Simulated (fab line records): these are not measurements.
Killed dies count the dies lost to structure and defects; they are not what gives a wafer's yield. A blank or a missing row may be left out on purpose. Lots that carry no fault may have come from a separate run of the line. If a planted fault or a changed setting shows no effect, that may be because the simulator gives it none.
Chamber matching :: flow sky130 :: cmp-01 running SKY_VIA3_CMP_24: 4 sister chambers
The step polishes, stops on SiO2, t overpolish 20 s, target thk 0 nm. 16 wafers are shown with their chamber, then 8 later ones without.

== WAFERS WITH THEIR CHAMBER ==
wafer: L993.2
chamber: 0
motorCurrentA (A): 11.1
slurryFilterDpKPa (kPa): 13.32

wafer: L993.5
chamber: 0
motorCurrentA (A): 10.9
slurryFilterDpKPa (kPa): 13.88

wafer: L993.6
chamber: 3
motorCurrentA (A): 9.5
slurryFilterDpKPa (kPa): 13.35

wafer: L994.3
chamber: 1
motorCurrentA (A): 11.2
slurryFilterDpKPa (kPa): 13.46

wafer: L994.5
chamber: 0
motorCurrentA (A): 11.2
slurryFilterDpKPa (kPa): 13.52

wafer: L994.6
chamber: 3
motorCurrentA (A): 10.3
slurryFilterDpKPa (kPa): 13.48

wafer: L995.2
chamber: 1
motorCurrentA (A): 11.6
slurryFilterDpKPa (kPa): 13.51

wafer: L995.3
chamber: 0
motorCurrentA (A): 11.3
slurryFilterDpKPa (kPa): 13.25

wafer: L995.5
chamber: 2
motorCurrentA (A): 12.6
slurryFilterDpKPa (kPa): 13.57

wafer: L996.2
chamber: 1
motorCurrentA (A): 11.3
slurryFilterDpKPa (kPa): 13.34

wafer: L996.3
chamber: 0
motorCurrentA (A): 10.7
slurryFilterDpKPa (kPa): 13.37

wafer: L996.4
chamber: 2
motorCurrentA (A): 13.8
slurryFilterDpKPa (kPa): 13.43

wafer: L997.2
chamber: 2
motorCurrentA (A): 12.8
slurryFilterDpKPa (kPa): 13.23

wafer: L997.4
chamber: 0
motorCurrentA (A): 10.6
slurryFilterDpKPa (kPa): 13.47

wafer: L997.6
chamber: 0
motorCurrentA (A): 11.2
slurryFilterDpKPa (kPa): 13.48

wafer: L107.1
chamber: 0
motorCurrentA (A): 11.2
slurryFilterDpKPa (kPa): 13.57

SIGNATURES, as means of the wafers listed above
reading: motorCurrentA
chamber 0: 11.025
chamber 1: 11.367
chamber 2: 13.067
chamber 3: 9.900
scatter within a chamber: 0.377

reading: slurryFilterDpKPa
chamber 0: 13.4825
chamber 1: 13.4367
chamber 2: 13.4100
chamber 3: 13.4150
scatter within a chamber: 0.169
Rule: a wafer's distance from a chamber is the root of the sum, over the readings, of the square of ((its reading less the chamber's mean) divided by the reading's scatter). If the next closest chamber is less than 2 further off than the closest, the wafer can't be placed; otherwise it belongs to the closest. The scatter: take each reading less its chamber's mean, square it, sum over the shown wafers, divide by the number of wafers less the number of chambers, and take the root.

== WAFERS WITH NO CHAMBER GIVEN ==
wafer: L107.3
motorCurrentA (A): 11.6
slurryFilterDpKPa (kPa): 13.63

wafer: L107.4
motorCurrentA (A): 12.9
slurryFilterDpKPa (kPa): 13.36

wafer: L109.1
motorCurrentA (A): 11.4
slurryFilterDpKPa (kPa): 13.22

wafer: L109.4
motorCurrentA (A): 13.1
slurryFilterDpKPa (kPa): 13.49

wafer: L109.6
motorCurrentA (A): 11.4
slurryFilterDpKPa (kPa): 13.40

wafer: L111.1
motorCurrentA (A): 11.4
slurryFilterDpKPa (kPa): 13.50

wafer: L111.3
motorCurrentA (A): 13.0
slurryFilterDpKPa (kPa): 13.58

wafer: L111.5
motorCurrentA (A): 10.8
slurryFilterDpKPa (kPa): 13.48

== CHAMBER TAKEN BY EACH ==
wafer: L107.3
from the rows above: can't be placed: 1 or 0
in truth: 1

wafer: L107.4
from the rows above: 2
in truth: 2

wafer: L109.1
from the rows above: can't be placed: 1 or 0
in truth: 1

wafer: L109.4
from the rows above: 2
in truth: 2

wafer: L109.6
from the rows above: can't be placed: 1 or 0
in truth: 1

wafer: L111.1
from the rows above: can't be placed: 1 or 0
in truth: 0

wafer: L111.3
from the rows above: 2
in truth: 2

wafer: L111.5
from the rows above: can't be placed: 0 or 1 or 3
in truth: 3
Correctly placed: 3 of 8. Not placeable from these rows: 5 (in 5, the candidates include the true chamber). Placed wrongly: 0.
